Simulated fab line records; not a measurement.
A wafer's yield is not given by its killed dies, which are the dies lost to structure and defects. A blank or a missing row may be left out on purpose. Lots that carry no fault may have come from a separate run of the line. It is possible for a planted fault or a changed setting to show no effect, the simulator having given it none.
The tool behind it: which one? | flow sky130 | 39 wafers from 13 lots sampled at 4 of the route's 708 steps

## WHAT EACH GAUGE READ, for each wafer
SKY_FIELD_ISO_CD_MEAS_13 targets a cd of 150 nm.
lot  | measured    | on        | cd-nm (nm)
L699 | day 2 05:26 | cd-sem-02 | 150.1 152.3 150.3
L701 | day 2 16:47 | cd-sem-01 | 150.5 149.9 149.7
L702 | day 2 20:45 | cd-sem-02 | 149.6 149.6 147.8
L703 | day 3 00:40 | cd-sem-01 | 149.4 149.5 150.0
L705 | day 3 14:29 | cd-sem-02 | 151.2 151.4 150.8
L709 | day 4 08:56 | cd-sem-02 | 150.0 149.8 149.3
L710 | day 4 13:05 | cd-sem-01 | 150.2 149.6 150.8
L713 | day 5 07:22 | cd-sem-02 | 150.5 148.4 149.9
L714 | day 5 09:56 | cd-sem-02 | 152.8 151.5 152.2
L716 | day 5 20:43 | cd-sem-01 | 150.9 151.8 152.4
L717 | day 6 02:12 | cd-sem-01 | 151.9 151.4 152.2
L721 | day 7 04:43 | cd-sem-01 | 152.3 151.8 152.3
L722 | day 7 05:59 | cd-sem-01 | 149.7 149.7 150.1

SKY_VT_ADJUST_HVTR_OVL_MEAS_08.
lot  | measured     | on         | VT_ADJUST_HVTR_OVL (nm)
L699 | day 9 08:28  | overlay-02 | 0.5 1.9 2.1
L701 | day 9 23:55  | overlay-02 | -0.8 0.6 -0.1
L702 | day 10 08:20 | overlay-02 | 1.0 0.3 1.2
L703 | day 10 11:22 | overlay-02 | 0.6 0.2 0.3
L705 | day 11 09:46 | overlay-01 | 2.5 3.0 0.5
L709 | day 12 11:40 | overlay-01 | -0.8 1.3 1.1
L710 | day 12 16:30 | overlay-01 | 0.4 -0.5 -1.0
L713 | day 13 22:50 | overlay-02 | 1.7 1.5 1.1
L714 | day 14 08:49 | overlay-01 | -1.2 0.2 -0.5
L716 | day 15 02:03 | overlay-02 | -0.6 -0.7 -0.7
L717 | day 15 09:38 | overlay-01 | -2.4 0.4 0.9
L721 | day 16 13:55 | overlay-01 | -1.6 -1.3 -1.3
L722 | day 16 09:52 | overlay-02 | 0.2 -0.7 -0.8

## TOOL THAT RAN EACH LOT (tool first, then ch and the chambers of the sampled wafers, then the start)
lot  | SKY_NWELL_STRIP_25                   | SKY_VT_ADJUST_HVTP_IMPLANT_09
L699 | plasma-asher-03 ch 0,1, day 5 05:41  | implanter-02 ch 0, day 5 23:50
L701 | plasma-asher-02 ch 0,1, day 5 19:35  | implanter-04 ch 0, day 6 13:48
L702 | plasma-asher-03 ch 0,1, day 6 00:13  | implanter-01 ch 0, day 6 18:31
L703 | plasma-asher-03 ch 0,1, day 6 05:01  | implanter-01 ch 0, day 7 00:21
L705 | plasma-asher-01 ch 0,1, day 6 21:10  | implanter-04 ch 0, day 7 16:31
L709 | plasma-asher-03 ch 0,1, day 7 19:02  | implanter-04 ch 0, day 8 16:45
L710 | plasma-asher-01 ch 0,1, day 7 23:41  | implanter-04 ch 0, day 8 20:43
L713 | plasma-asher-01 ch 0,1, day 9 00:10  | implanter-02 ch 0, day 9 22:03
L714 | plasma-asher-01 ch 0,1, day 9 07:53  | implanter-01 ch 0, day 10 06:41
L716 | plasma-asher-01 ch 0,1, day 9 21:47  | implanter-01 ch 0, day 10 21:10
L717 | plasma-asher-03 ch 0,1, day 10 05:10 | implanter-02 ch 0, day 11 04:52
L721 | plasma-asher-02 ch 0,1, day 11 04:11 | implanter-02 ch 0, day 12 04:24
L722 | plasma-asher-01 ch 0,1, day 11 02:11 | implanter-01 ch 0, day 12 01:53
- SKY_NWELL_STRIP_25: strips in O2/N2.
- SKY_VT_ADJUST_HVTP_IMPLANT_09

## AS READ BY THE TOOLS THEMSELVES (means over the sampled wafers that have a number; for cases with no such wafer, the mark the record gives instead)
SKY_NWELL_STRIP_25.
lot  | tool            | drypump-motor-current-A (A) | oes-product-au (a.u.) | strip-time-to-endpoint-s (s)
L699 | plasma-asher-03 | 5.6                         | 0.723                 | 36.92
L701 | plasma-asher-02 | 5.1                         | 0.726                 | 36.90
L702 | plasma-asher-03 | 5.6                         | 0.720                 | 36.86
L703 | plasma-asher-03 | 5.6                         | 0.729                 | 36.93
L705 | plasma-asher-01 | 5.9                         | 0.724                 | 36.85
L709 | plasma-asher-03 | 5.8                         | 0.721                 | 36.87
L710 | plasma-asher-01 | 5.9                         | 0.720                 | 36.94
L713 | plasma-asher-01 | 5.8                         | 0.723                 | 36.87
L714 | plasma-asher-01 | 5.9                         | 0.725                 | 36.95
L716 | plasma-asher-01 | 5.9                         | 0.727                 | 36.94
L717 | plasma-asher-03 | 5.6                         | 0.722                 | 36.81
L721 | plasma-asher-02 | 5.4                         | 0.719                 | 36.82
L722 | plasma-asher-01 | 5.8                         | 0.722                 | 36.83

SKY_VT_ADJUST_HVTP_IMPLANT_09.
lot  | tool         | beam-energy-keV
L699 | implanter-02 | 149.97
L701 | implanter-04 | 149.94
L702 | implanter-01 | 149.94
L703 | implanter-01 | 150.04
L705 | implanter-04 | 149.93
L709 | implanter-04 | 163.63
L710 | implanter-04 | 163.70
L713 | implanter-02 | 149.97
L714 | implanter-01 | 150.03
L716 | implanter-01 | 149.97
L717 | implanter-02 | 149.97
L721 | implanter-02 | 150.01
L722 | implanter-01 | 150.08

## THE ANSWER, worked out from the rows above alone
Rule: the lots themselves supply what counts as usual. The widest of any qualifying gaps counts: lots, ordered by their means at a reading, are off when they make up no more than a third of the lots, leave a main group of 4 or more, and stand apart from it by 3 or more times the standard deviation of that group's means. If all means in a main group match to the digits the tables above print for the reading, that group is not used. A lot without any number at a reading at which 4 lots or more have one is off too. The other lots that the step has rows for count as sound. First the gauges in route order, then the tools' own readings, where a lot's mean is used as printed above. At the first step where some lot is off, the reading lying furthest off is the one used; lots without a number count as furthest.
Off at SKY_VT_ADJUST_HVTP_IMPLANT_09 (beam-energy-keV): L709, L710. For the main group the mean is 149.99 and the standard deviation 0.045.
If a tool, at that step or one of the process steps before it, ran each lot that is off and ran no sound lot following the first of them, it fits. One fits: implanter-04 at SKY_VT_ADJUST_HVTP_IMPLANT_09. Its last sound lot is L705 (day 7 16:31), its first lot that is off L709 (day 8 16:45): a fault that began between those two fits.
The tool's own readings at SKY_VT_ADJUST_HVTP_IMPLANT_09 bear it out: on the lots that are off they differ by more than 5 times the standard deviation of the sound lots' means. beam-energy-keV reads 163.66 there against 149.99 on the sound lots.

## WHAT THE SIMULATOR PUT IN
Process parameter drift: implanter-04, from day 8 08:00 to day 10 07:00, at SKY_VT_ADJUST_HVTP_IMPLANT_09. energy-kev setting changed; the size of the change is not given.
Struck lots among those shown: L709, L710. The rule above found the same.
